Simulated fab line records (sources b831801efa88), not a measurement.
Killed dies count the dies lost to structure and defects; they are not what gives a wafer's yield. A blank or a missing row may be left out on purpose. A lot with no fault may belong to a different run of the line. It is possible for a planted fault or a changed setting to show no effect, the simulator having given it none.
fab line records	flow sky130
record lots=12	wafers=36	lastDay=50
route steps=708 shown METAL2@487 VIA2@518 PAD_OPEN@708
lots that met no fault: taken from a fault-free run of the same line
startH: hours from the record's opening day to when the first of the lot's shown wafers began	waitH: how many hours have passed since the lot's step before this one	" as in the row above	L1.1+2: several wafers, shown together as one row	- either no value or no given start	* or withheld: withheld	< > ~ a bound
route shown NAME@n: names a module that has steps shown in the file, with the first one's number in the route	usual: mean/standard deviation of fault-free wafers	same: alike in all rows	chamber/n: place in a boat	sites: per-site readings	_std_site: the values' standard deviation	_edge_site: outer sites' mean less inner sites'	radiusMm: how far each site lies from the wafer's centre	mask NAME#n: copy n	behind: the last tool/chamber to shape the wafer	hold: what put the lot on hold/how long, in hours/how the hold closed	device: which transistor (n, p or np) failed to switch	end of line: the route-end tests of the same wafers	step lacking rows: just its recipe	killed: the dies lost at the first sort to structure and to defects; this is not the yield of the wafer	map: a wafer's dies, marking killed ones x, the rest . and places with no die _
set.NAME: the setting the step ran with; set.NAME@STEP: the setting that earlier step ran with	model.NAME: the simulator's own value behind a step, which no gauge read
steps of the route over a sample of lots; a table a step, a row a wafer
services: a tool's chamber out of use, with start hour (startH, from the record's first day; less than 0 if before it), hours out, and reason
## steps
# step SKY_METAL2_SPUTTER_04
# recipe material=TiN	targetThkNm=70	powerW=6500	timeS=58.3	chamberPressurePa=0.4
# usual throttleValvePct=29.6/0.97
lot.wafer	tool	chamber	startH	waitH	throttleValvePct
L898.2	pvdSputter-02	-	788.03	0.0	31.4
L898.3	"	-	"	"	31.1
L898.4	"	-	"	"	30.7
L901.1	pvdSputter-03	-	801.42	0.0	28.6
L901.4	"	-	"	"	28.6
L901.6	"	-	"	"	28.7
L899.1	pvdSputter-03	-	804.25	0.0	28.9
L899.5	"	-	"	"	28.8
L899.6	"	-	"	"	28.8
L903.1	pvdSputter-03	-	815.88	0.0	28.5
L903.2	"	-	"	"	28.9
L903.3	"	-	"	"	28.8
L906.2	pvdSputter-02	-	849.77	0.0	31.2
L906.4	"	-	"	"	31.1
L906.6	"	-	"	"	30.7
L908.2	pvdSputter-04	-	868.62	0.0	30.6
L908.3	"	-	"	"	29.5
L908.5	"	-	"	"	29.0
L911.1	pvdSputter-03	-	895.05	0.0	28.8
L911.3	"	-	"	"	28.7
L911.4	"	-	"	"	28.9
L914.1	pvdSputter-02	-	916.87	0.0	29.6
L914.2	"	-	"	"	31.6
L914.6	"	-	"	"	30.9
L917.1	pvdSputter-04	-	931.44	0.0	29.5
L917.3	"	-	"	"	30.5
L917.6	"	-	"	"	29.1
L919.3	pvdSputter-04	-	949.20	0.0	29.5
L919.4	"	-	"	"	28.8
L919.6	"	-	"	"	30.5
L920.3	pvdSputter-04	-	955.73	0.0	29.0
L920.4	"	-	"	"	29.3
L920.6	"	-	"	"	28.7
L921.2	pvdSputter-03	-	967.57	0.0	29.0
L921.3	"	-	"	"	28.8
L921.5	"	-	"	"	28.6
# step SKY_VIA2_DEVELOP_11
# recipe developTimeS=60	resist=KrF-thick	devTempC=21
# usual chillPlateTempC=23.01/0.095	developerTempC=20.99/0.097	resistLineTempC=22.99/0.11
lot.wafer	tool	chamber	startH	waitH	chillPlateTempC	developerTempC	resistLineTempC
L898.2	lithoTrack-03	0	843	-	22.98	21.09	23.18
L898.3	"	0	"	"	23.05	20.87	23.07
L898.4	"	0	"	"	22.97	21.11	23.11
L901.1	lithoTrack-03	0	857	-	22.94	21.05	23.16
L901.4	"	0	"	"	23.02	21.12	23.05
L901.6	"	0	"	"	22.88	20.93	23.01
L899.1	lithoTrack-01	0	858	-	23.00	20.93	22.99
L899.5	"	0	859	-	22.93	21.05	23.07
L899.6	"	0	"	"	22.96	21.15	22.97
L903.1	lithoTrack-01	0	870	-	22.87	20.90	23.08
L903.2	"	0	"	"	22.93	20.89	22.91
L903.3	"	0	"	"	22.93	20.88	23.00
L906.2	lithoTrack-03	0	905	-	23.02	23.01	23.14
L906.4	"	0	"	"	22.92	23.06	23.04
L906.6	"	0	"	"	22.89	23.12	22.95
L908.2	lithoTrack-03	0	924	-	22.78	23.11	22.91
L908.3	"	0	"	"	23.05	23.03	22.85
L908.5	"	0	"	"	23.03	23.12	23.07
L911.1	lithoTrack-03	0	948	-	23.00	23.03	22.88
L911.3	"	0	"	"	23.00	22.93	22.97
L911.4	"	0	"	"	23.13	23.05	22.95
L914.1	lithoTrack-02	0	966	-	23.10	20.82	23.15
L914.2	"	0	"	"	23.02	20.99	23.12
L914.6	"	0	"	"	23.00	20.97	23.09
L917.1	lithoTrack-01	0	980	-	23.04	20.91	23.03
L917.3	"	0	981	-	22.97	20.97	22.97
L917.6	"	0	"	"	23.20	20.95	23.08
L919.3	lithoTrack-02	0	998	-	23.07	20.98	23.02
L919.4	"	0	"	"	23.02	20.89	22.82
L919.6	"	0	"	"	23.14	20.97	22.83
L920.3	lithoTrack-01	0	1004	-	22.99	20.96	22.84
L920.4	"	0	"	"	22.93	20.80	22.99
L920.6	"	0	"	"	22.91	20.86	23.10
L921.2	lithoTrack-01	0	1015	-	23.02	20.85	22.84
L921.3	"	0	"	"	23.16	20.99	22.90
L921.5	"	0	"	"	22.96	21.05	22.89
# step SKY_VIA2_OVL_MEAS_13
# usual VIA2_OVL=3/6.6
lot.wafer	tool	chamber	startH	waitH	VIA2_OVL[nm]
L898.2	overlay-01	-	844.03	0.1	-3
L898.3	"	-	"	"	-11
L898.4	"	-	"	"	-5
L901.1	overlay-01	-	857.57	0.1	0
L901.4	"	-	"	"	1
L901.6	"	-	"	"	6
L899.1	overlay-02	-	859.23	0.1	5
L899.5	"	-	"	"	3
L899.6	"	-	"	"	14
L903.1	overlay-01	-	871.08	0.1	13
L903.2	"	-	"	"	-1
L903.3	"	-	"	"	-2
L906.2	overlay-01	-	905.48	0.1	6
L906.4	"	-	"	"	4
L906.6	"	-	"	"	3
L908.2	overlay-01	-	924.53	0.1	0
L908.3	"	-	"	"	13
L908.5	"	-	"	"	3
L911.1	overlay-01	-	948.72	0.1	18
L911.3	"	-	"	"	10
L911.4	"	-	"	"	1
L914.1	overlay-02	-	966.76	0.1	-1
L914.2	"	-	"	"	5
L914.6	"	-	"	"	9
L917.1	overlay-02	-	981.23	0.1	4
L917.3	"	-	"	"	8
L917.6	"	-	"	"	3
L919.3	overlay-02	-	998.43	0.1	-5
L919.4	"	-	"	"	-2
L919.6	"	-	"	"	4
L920.3	overlay-02	-	1004.69	0.1	0
L920.4	"	-	"	"	9
L920.6	"	-	"	"	7
L921.2	overlay-01	-	1016.03	0.1	4
L921.3	"	-	"	"	9
L921.5	"	-	"	"	8
# step SKY_VIA2_CMP_24
# recipe stopOn=SiO2	tOverpolishS=20	downForcePsi=3.5	platenRpm=60	targetThkNm=0	padVelocityMS=0.94248
# usual headPressurePsi=3.500/0.0075	motorCurrentA=11.2/0.93	overpolishRunS=20.000/0.01	timeToEndpointS=97/4.2
lot.wafer	tool	chamber	startH	waitH	headPressurePsi	motorCurrentA	overpolishRunS	timeToEndpointS
L898.4	cmp-02	2	845.17	0.0	3.512	10.5	19.999	94
L898.3	"	3	"	"	3.500	11.7	20.018	98
L898.2	"	1	"	"	3.485	12.2	19.981	102
L901.4	cmp-01	0	858.68	0.0	3.503	9.5	19.989	103
L901.1	"	2	"	"	3.492	12.0	20.001	104
L901.6	"	0	"	"	3.502	10.5	19.989	101
L899.1	cmp-01	2	860.41	0.1	3.504	12.9	20.003	99
L899.5	"	1	"	"	3.505	12.4	19.995	91
L899.6	"	2	"	"	3.500	12.9	19.992	97
L903.2	cmp-01	3	872.34	0.1	3.517	11.8	19.991	96
L903.1	"	0	"	"	3.511	9.7	19.986	99
L903.3	"	1	"	"	3.496	11.9	19.996	97
L906.2	cmp-02	0	906.68	0.1	3.488	10.0	20.011	96
L906.4	"	1	"	"	3.501	12.1	20.000	95
L906.6	"	3	"	"	3.504	12.5	20.004	93
L908.2	cmp-02	1	925.76	0.1	3.501	11.4	19.997	94
L908.3	"	2	"	"	3.495	11.2	20.002	91
L908.5	"	0	"	"	3.505	10.8	20.004	96
L911.3	cmp-01	0	949.92	0.0	3.494	9.3	20.007	97
L911.1	"	2	"	"	3.498	11.9	20.009	97
L911.4	"	3	"	"	3.501	11.2	19.988	91
L914.2	cmp-01	1	967.87	0.0	3.512	10.9	19.994	95
L914.1	"	2	"	"	3.512	12.7	19.994	105
L914.6	"	2	"	"	3.487	12.6	20.020	102
L917.1	cmp-02	3	982.34	0.1	3.502	11.9	19.999	96
L917.3	"	1	"	"	3.493	12.2	20.003	102
L917.6	"	3	"	"	3.497	11.9	19.997	98
L919.4	cmp-02	2	999.56	0.0	3.498	11.4	20.020	90
L919.3	"	3	"	"	3.482	12.4	20.021	99
L919.6	"	2	"	"	3.495	10.3	19.992	96
L920.4	cmp-01	1	1005.80	0.0	3.502	11.8	19.987	90
L920.3	"	2	"	"	3.499	11.9	19.990	101
L920.6	"	1	"	"	3.507	11.4	19.981	92
L921.2	cmp-02	1	1017.24	0.1	3.495	11.8	20.009	99
L921.3	"	2	"	"	3.506	10.3	20.010	95
L921.5	"	3	"	"	3.499	11.5	20.020	100
# step SKY_PAD_OPEN_PROBE_99
# usual defectLimitedYield=82.3/2	killed_at_M0_to_M3=43/7	killed_at_M4_up=3.5/1.9	killedAtContacts=24/5.3	killedAtFrontEnd=15/4.4	killedAtOther=0.3/0.69	killedDies=87/9.7	killedOpen=48/7	killedShort=39/6.4	sort_bin_3_pad_short=0.9/0.46	sort_bin_5_function=10.5/1.4	sort_bin_6_memory=6.3/1.2	sortNPass=405/9.7	sortYieldPct=82.3/2
# same grossDies=492	killedAtBackSide=0	sort_bin_4_leakage[%]=0	sort_bin_8_speed[%]=0
lot.wafer	tool	chamber	startH	waitH	defectLimitedYield[%]	killed_at_M0_to_M3	killed_at_M4_up	killedAtContacts	killedAtFrontEnd	killedAtOther	killedDies	killedOpen	killedShort	sort_bin_3_pad_short[%]	sort_bin_5_function[%]	sort_bin_6_memory[%]	sortNPass	sortYieldPct[%]
L898.2	prober-02	-	1073.61	0.1	85.2	25	6	23	19	0	73	41	32	0.6	9.3	4.9	419	85.2
L898.3	prober-02	-	1073.66	0.2	82.9	44	4	23	13	0	84	50	34	0.8	11.6	4.7	408	82.9
L898.4	prober-02	-	1073.71	0.2	85.8	31	6	17	15	1	70	35	35	1.0	7.5	5.7	422	85.8
L901.1	prober-01	-	1082.62	0.1	83.5	35	7	28	11	0	81	50	30	0.4	10.0	6.1	411	83.5
L901.4	prober-01	-	1082.77	0.2	83.9	38	1	23	16	1	79	51	27	0.2	10.8	5.1	413	83.9
L901.6	prober-01	-	1082.87	0.2	85.0	30	2	27	13	2	74	38	35	0.4	9.1	5.5	418	85.0
L899.1	prober-02	-	1084.54	0.1	78.9	61	5	29	9	0	104	50	53	1.2	12.4	7.5	388	78.9
L899.5	prober-02	-	1084.74	0.2	81.7	43	2	25	20	0	90	51	39	1.2	11.4	5.7	402	81.7
L899.6	prober-02	-	1084.79	0.2	79.5	43	7	35	16	0	101	56	44	1.0	12.0	7.5	391	79.5
L903.1	prober-01	-	1102.39	0.1	80.1	53	7	20	18	0	98	54	44	1.4	11.0	7.5	394	80.1
L903.2	prober-01	-	1102.44	0.1	84.3	35	8	22	12	0	77	39	38	0.8	8.9	5.9	415	84.3
L903.3	prober-01	-	1102.49	0.2	82.3	47	5	14	21	0	87	37	50	0.6	11.0	6.1	405	82.3
L906.2	prober-02	-	1121.35	0.1	82.7	44	3	20	17	1	85	47	38	0.6	11.0	5.7	407	82.7
L906.4	prober-02	-	1121.45	0.2	86.4	34	3	19	11	0	67	41	26	0.8	8.7	4.1	425	86.4
L906.6	prober-02	-	1121.55	0.2	81.7	46	3	29	12	0	90	44	46	0.8	11.2	6.3	402	81.7
L908.2	prober-02	-	1136.22	0.1	80.7	43	6	32	14	0	95	59	36	1.4	10.6	7.3	397	80.7
L908.3	prober-02	-	1136.27	0.2	83.7	34	5	23	18	0	80	47	33	0.8	10.6	4.9	412	83.7
L908.5	prober-02	-	1136.37	0.2	84.6	44	0	18	13	1	76	40	36	0.8	8.5	6.1	416	84.6
L911.1	prober-01	-	1154.37	0.1	84.3	45	3	13	15	1	77	41	36	0.8	10.0	4.9	415	84.3
L911.3	prober-01	-	1154.47	0.2	82.5	51	6	21	8	0	86	47	38	0.6	10.8	6.1	406	82.5
L911.4	prober-01	-	1154.52	0.2	80.5	57	1	25	13	0	96	48	47	1.2	10.8	7.5	396	80.5
L914.1	prober-01	-	1164.07	0.1	82.3	45	3	25	14	0	87	45	42	1.6	8.1	7.9	405	82.3
L914.2	prober-01	-	1164.12	0.1	82.1	43	4	23	17	1	88	38	49	2.2	10.4	5.3	404	82.1
L914.6	prober-01	-	1164.32	0.2	82.9	44	4	18	18	0	84	44	40	0.6	10.0	6.5	408	82.9
L917.1	prober-02	-	1176.72	0.1	86.8	34	1	18	12	0	65	39	26	0.6	9.1	3.5	427	86.8
L917.3	prober-02	-	1176.82	0.2	86.0	37	4	14	12	2	69	35	34	0.6	8.7	4.7	423	86.0
L917.6	prober-02	-	1176.97	0.2	83.1	35	4	24	19	1	83	51	32	0.6	10.8	5.5	409	83.1
L919.3	prober-02	-	1189.83	0.2	80.7	51	5	24	15	0	95	54	41	1.8	10.6	6.9	397	80.7
L919.4	prober-02	-	1189.88	0.2	83.3	42	3	24	13	0	82	53	29	0.8	10.4	5.5	410	83.3
L919.6	prober-02	-	1189.98	0.2	81.9	37	5	29	18	0	89	51	38	1.0	10.6	6.5	403	81.9
L920.3	prober-01	-	1194.64	0.2	82.7	41	7	25	12	0	85	40	45	1.8	8.9	6.5	407	82.7
L920.4	prober-01	-	1194.69	0.2	81.9	47	4	28	10	0	89	53	36	1.0	10.4	6.7	403	81.9
L920.6	prober-01	-	1194.79	0.2	84.3	43	2	18	14	0	77	42	35	0.8	9.3	5.5	415	84.3
L921.2	prober-01	-	1199.94	0.1	84.6	39	2	23	11	1	76	48	28	0.4	9.3	5.7	416	84.6
L921.3	prober-01	-	1199.99	0.2	84.3	38	2	23	14	0	77	48	29	0.4	9.3	5.9	415	84.3
L921.5	prober-01	-	1200.09	0.2	81.1	44	3	30	15	1	93	50	43	0.6	12.0	6.3	399	81.1
# killed by level:class
L898.2 VIA1:geometricParticle:open=8 LI_CONTACT:geometricParticle:open=7 LOCAL_INTERCONNECT:geometricParticle:short=7 CONTACT:geometricParticle:open=7 FIELD_ISO:geometricParticle:short=6 FIELD_ISO:geometricParticle:open=5 POLY_GATE:geometricParticle:short=4 VIA3:geometricParticle:open=4
L898.3 VIA1:geometricParticle:open=13 CONTACT:geometricParticle:open=10 VIA3:geometricParticle:open=6 VIA2:geometricParticle:open=5 FIELD_ISO:geometricParticle:open=4 POLY_GATE:geometricParticle:open=4 LI_CONTACT:geometricParticle:open=4 VIA3:geometricParticle:short=4
L898.4 CONTACT:geometricParticle:open=7 VIA1:geometricParticle:open=7 VIA3:geometricParticle:open=6 POLY_GATE:geometricParticle:short=5 CONTACT:geometricParticle:short=5 POLY_GATE:geometricParticle:open=4 METAL1:geometricParticle:short=4 VIA2:geometricParticle:open=4
L901.1 CONTACT:geometricParticle:open=13 VIA3:geometricParticle:open=8 VIA1:geometricParticle:open=8 VIA2:geometricParticle:open=6 CONTACT:geometricParticle:short=5 LI_CONTACT:geometricParticle:open=5 VIA1:geometricParticle:short=5 LI_CONTACT:geometricParticle:short=4
L901.4 VIA1:geometricParticle:open=13 CONTACT:geometricParticle:open=10 LI_CONTACT:geometricParticle:open=8 VIA2:geometricParticle:open=7 METAL1:geometricParticle:short=4 METAL2:geometricParticle:short=4 FIELD_ISO:geometricParticle:open=3 POLY_GATE:geometricParticle:open=3
L901.6 CONTACT:geometricParticle:open=14 METAL1:geometricParticle:short=7 VIA1:geometricParticle:open=6 CONTACT:geometricParticle:short=5 METAL2:geometricParticle:short=5 LI_CONTACT:geometricParticle:open=4 METAL3:geometricParticle:short=4 SPACER:geometricParticle:open=3
L899.1 CONTACT:geometricParticle:open=11 METAL2:geometricParticle:short=10 VIA1:geometricParticle:open=10 METAL1:geometricParticle:short=8 VIA3:geometricParticle:open=8 LOCAL_INTERCONNECT:geometricParticle:short=7 LI_CONTACT:geometricParticle:open=6 VIA2:geometricParticle:open=5
L899.5 VIA3:geometricParticle:open=12 VIA1:geometricParticle:open=11 LI_CONTACT:geometricParticle:open=7 CONTACT:geometricParticle:short=7 CONTACT:geometricParticle:open=6 METAL1:geometricParticle:short=5 FIELD_ISO:geometricParticle:short=4 POLY_GATE:geometricParticle:short=4
L899.6 CONTACT:geometricParticle:open=16 VIA2:geometricParticle:open=9 LI_CONTACT:geometricParticle:open=7 VIA1:geometricParticle:open=7 CONTACT:geometricParticle:short=6 METAL1:geometricParticle:short=6 METAL2:geometricParticle:short=5 VIA3:geometricParticle:open=5
L903.1 VIA1:geometricParticle:open=18 VIA2:geometricParticle:open=9 VIA3:geometricParticle:open=8 LOCAL_INTERCONNECT:geometricParticle:short=8 VIA1:geometricParticle:short=6 METAL4:geometricParticle:short=5 POLY_GATE:geometricParticle:short=4 POLY_GATE:geometricParticle:open=4
L903.2 VIA1:geometricParticle:open=7 CONTACT:geometricParticle:open=6 LI_CONTACT:geometricParticle:open=6 VIA3:geometricParticle:open=6 METAL4:geometricParticle:short=6 METAL2:geometricParticle:short=5 FIELD_ISO:geometricParticle:open=4 LOCAL_INTERCONNECT:geometricParticle:short=4
L903.3 VIA1:geometricParticle:open=10 VIA1:geometricParticle:short=7 METAL2:geometricParticle:short=7 FIELD_ISO:geometricParticle:short=5 METAL1:geometricParticle:short=5 VIA2:geometricParticle:open=5 POLY_GATE:geometricParticle:open=4 SPACER:geometricParticle:open=4
L906.2 VIA3:geometricParticle:open=10 METAL1:geometricParticle:short=9 CONTACT:geometricParticle:open=7 VIA1:geometricParticle:open=7 VIA1:geometricParticle:short=7 VIA2:geometricParticle:open=6 POLY_GATE:geometricParticle:short=5 LI_CONTACT:geometricParticle:open=5
L906.4 VIA1:geometricParticle:open=9 CONTACT:geometricParticle:open=7 VIA3:geometricParticle:open=7 CONTACT:geometricParticle:short=6 POLY_GATE:geometricParticle:short=4 LI_CONTACT:geometricParticle:open=4 METAL2:geometricParticle:short=4 VIA2:geometricParticle:open=4
L906.6 CONTACT:geometricParticle:open=13 VIA3:geometricParticle:open=9 VIA1:geometricParticle:open=8 CONTACT:geometricParticle:short=7 METAL1:geometricParticle:short=6 METAL2:geometricParticle:short=5 FIELD_ISO:geometricParticle:short=4 LI_CONTACT:geometricParticle:open=4
L908.2 CONTACT:geometricParticle:open=14 VIA1:geometricParticle:open=13 LI_CONTACT:geometricParticle:open=9 VIA3:geometricParticle:open=6 VIA2:geometricParticle:open=6 METAL4:geometricParticle:short=5 LI_CONTACT:geometricParticle:short=4 METAL1:geometricParticle:short=4
L908.3 VIA2:geometricParticle:open=10 VIA1:geometricParticle:open=9 CONTACT:geometricParticle:open=9 METAL1:geometricParticle:short=7 CONTACT:geometricParticle:short=6 FIELD_ISO:geometricParticle:open=4 LI_CONTACT:geometricParticle:open=4 FIELD_ISO:geometricParticle:short=3
L908.5 VIA1:geometricParticle:open=12 CONTACT:geometricParticle:open=8 METAL3:geometricParticle:short=8 LI_CONTACT:geometricParticle:open=6 VIA2:geometricParticle:open=6 VIA2:geometricParticle:short=6 FIELD_ISO:geometricParticle:short=4 METAL2:geometricParticle:short=4
L911.1 METAL2:geometricParticle:short=8 VIA2:geometricParticle:open=8 VIA1:geometricParticle:open=7 METAL1:geometricParticle:short=7 CONTACT:geometricParticle:open=5 VIA3:geometricParticle:open=5 FIELD_ISO:geometricParticle:open=4 FIELD_ISO:geometricParticle:short=4
L911.3 VIA1:geometricParticle:open=17 CONTACT:geometricParticle:open=9 METAL1:geometricParticle:short=6 CONTACT:geometricParticle:short=5 VIA3:geometricParticle:open=5 VIA1:geometricParticle:short=4 VIA3:geometricParticle:short=4 FIELD_ISO:geometricParticle:short=3
L911.4 VIA1:geometricParticle:open=15 METAL1:geometricParticle:short=9 CONTACT:geometricParticle:open=8 METAL2:geometricParticle:short=6 VIA2:geometricParticle:open=6 VIA3:geometricParticle:open=6 LI_CONTACT:geometricParticle:open=5 LOCAL_INTERCONNECT:geometricParticle:short=5
L914.1 VIA1:geometricParticle:open=12 CONTACT:geometricParticle:open=11 METAL2:geometricParticle:short=10 LI_CONTACT:geometricParticle:open=6 FIELD_ISO:geometricParticle:open=5 METAL3:geometricParticle:short=5 VIA1:geometricParticle:short=5 CONTACT:geometricParticle:short=4
L914.2 VIA2:geometricParticle:open=10 LOCAL_INTERCONNECT:geometricParticle:short=7 METAL2:geometricParticle:short=7 CONTACT:geometricParticle:open=6 VIA3:geometricParticle:open=6 VIA1:geometricParticle:open=5 CONTACT:geometricParticle:short=5 POLY_GATE:geometricParticle:open=4
L914.6 CONTACT:geometricParticle:open=8 METAL2:geometricParticle:short=8 FIELD_ISO:geometricParticle:open=7 METAL1:geometricParticle:short=7 VIA1:geometricParticle:open=6 VIA2:geometricParticle:open=5 CONTACT:geometricParticle:short=5 METAL3:geometricParticle:short=5
L917.1 VIA2:geometricParticle:open=9 CONTACT:geometricParticle:open=6 LI_CONTACT:geometricParticle:open=5 VIA1:geometricParticle:open=5 VIA3:geometricParticle:open=4 FIELD_ISO:geometricParticle:open=3 FIELD_ISO:geometricParticle:short=3 POLY_GATE:geometricParticle:short=3
L917.3 VIA1:geometricParticle:open=13 VIA1:geometricParticle:short=6 FIELD_ISO:geometricParticle:short=5 CONTACT:geometricParticle:open=5 METAL2:geometricParticle:short=5 VIA2:geometricParticle:open=5 METAL4:geometricParticle:short=4 FIELD_ISO:geometricParticle:open=3
L917.6 LI_CONTACT:geometricParticle:open=9 VIA1:geometricParticle:open=8 VIA2:geometricParticle:open=7 VIA3:geometricParticle:open=6 CONTACT:geometricParticle:open=5 CONTACT:geometricParticle:short=5 POLY_GATE:geometricParticle:open=4 LOCAL_INTERCONNECT:geometricParticle:short=4
L919.3 VIA1:geometricParticle:open=11 LI_CONTACT:geometricParticle:open=8 CONTACT:geometricParticle:open=7 VIA3:geometricParticle:open=7 VIA2:geometricParticle:open=6 VIA2:geometricParticle:short=6 POLY_GATE:geometricParticle:open=5 METAL3:geometricParticle:short=5
L919.4 VIA3:geometricParticle:open=13 CONTACT:geometricParticle:open=10 VIA1:geometricParticle:open=8 LI_CONTACT:geometricParticle:open=6 VIA2:geometricParticle:open=6 FIELD_ISO:geometricParticle:open=5 CONTACT:geometricParticle:short=5 METAL1:geometricParticle:short=5
L919.6 CONTACT:geometricParticle:open=10 LOCAL_INTERCONNECT:geometricParticle:short=7 VIA2:geometricParticle:open=7 FIELD_ISO:geometricParticle:open=6 METAL1:geometricParticle:short=6 LI_CONTACT:geometricParticle:open=6 FIELD_ISO:geometricParticle:short=5 VIA1:geometricParticle:open=5
L920.3 VIA2:geometricParticle:open=9 METAL4:geometricParticle:short=7 CONTACT:geometricParticle:open=6 CONTACT:geometricParticle:short=6 VIA3:geometricParticle:short=6 VIA1:geometricParticle:open=6 VIA3:geometricParticle:open=6 POLY_GATE:geometricParticle:short=5
L920.4 CONTACT:geometricParticle:open=13 VIA1:geometricParticle:open=13 VIA3:geometricParticle:open=8 VIA2:geometricParticle:open=6 CONTACT:geometricParticle:short=6 LI_CONTACT:geometricParticle:open=4 VIA1:geometricParticle:short=4 METAL2:geometricParticle:short=4
L920.6 VIA1:geometricParticle:open=12 CONTACT:geometricParticle:open=8 LI_CONTACT:geometricParticle:open=7 METAL2:geometricParticle:short=7 METAL1:geometricParticle:short=6 POLY_GATE:geometricParticle:short=5 VIA3:geometricParticle:open=5 FIELD_ISO:geometricParticle:short=4
L921.2 CONTACT:geometricParticle:open=13 VIA3:geometricParticle:open=9 VIA2:geometricParticle:open=8 METAL1:geometricParticle:short=6 VIA1:geometricParticle:open=5 POLY_GATE:geometricParticle:short=3 POLY_CUT:geometricParticle:open=3 LI_CONTACT:geometricParticle:open=3
L921.3 CONTACT:geometricParticle:open=12 POLY_GATE:geometricParticle:open=6 LI_CONTACT:geometricParticle:open=6 VIA1:geometricParticle:open=6 VIA2:geometricParticle:open=6 VIA3:geometricParticle:open=6 VIA2:geometricParticle:short=5 METAL3:geometricParticle:short=4
L921.5 CONTACT:geometricParticle:open=14 LI_CONTACT:geometricParticle:open=8 METAL1:geometricParticle:short=8 VIA2:geometricParticle:open=7 VIA1:geometricParticle:open=7 METAL2:geometricParticle:short=7 POLY_GATE:geometricParticle:short=5 LOCAL_INTERCONNECT:geometricParticle:short=4
## services
tool	chamber	startH	hours	kind
cmp-01	-	767.95	1.6	repair
pvdSputter-02	-	777.75	1.7	repair
cmp-01	-	779.22	39.5	repair
pvdSputter-03	-	806.33	1.3	repair
cmp-01	-	818.76	6.6	pm
cmp-02	-	825.40	4.7	pm
cmp-01	-	837.35	2.5	repair
lithoTrack-03	-	849.27	-	consumableReplace:filter
cmp-02	-	854.77	0.2	repair
pvdSputter-02	-	860.05	1.9	repair
cmp-01	-	913.19	4.0	pm
cmp-01	-	917.19	-	consumableReplace:conditioner
cmp-01	-	917.19	-	consumableReplace:pad
cmp-01	-	938.44	2.2	repair
cmp-01	-	1007.97	14.2	pm
## key
firstSign step=SKY_VIA2_DEVELOP_11	reading=developerTempC	direction=up	sigmas=21	usual=*	struck=*
effect none on later readings
metAt SKY_VIA2_DEVELOP_11
struckLots L906,L908,L911
loopTrim step=SKY_VIA2_EXPOSE_09	setting=dose	lots=L908,L911
notActingAt SKY_METAL2_SPUTTER_04,SKY_VIA2_OVL_MEAS_13,SKY_VIA2_CMP_24
onsetBetween 857 905
fault kind=processParameterDrift	tool=lithoTrack-03	chamber=-	onsetH=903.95	steps=SKY_VIA2_DEVELOP_11	channel=devTempC	offset=*	shape=step	endH=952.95	actsIn=*	stated=*
# loopTrim: a control loop set the setting to another value than it would have without faults
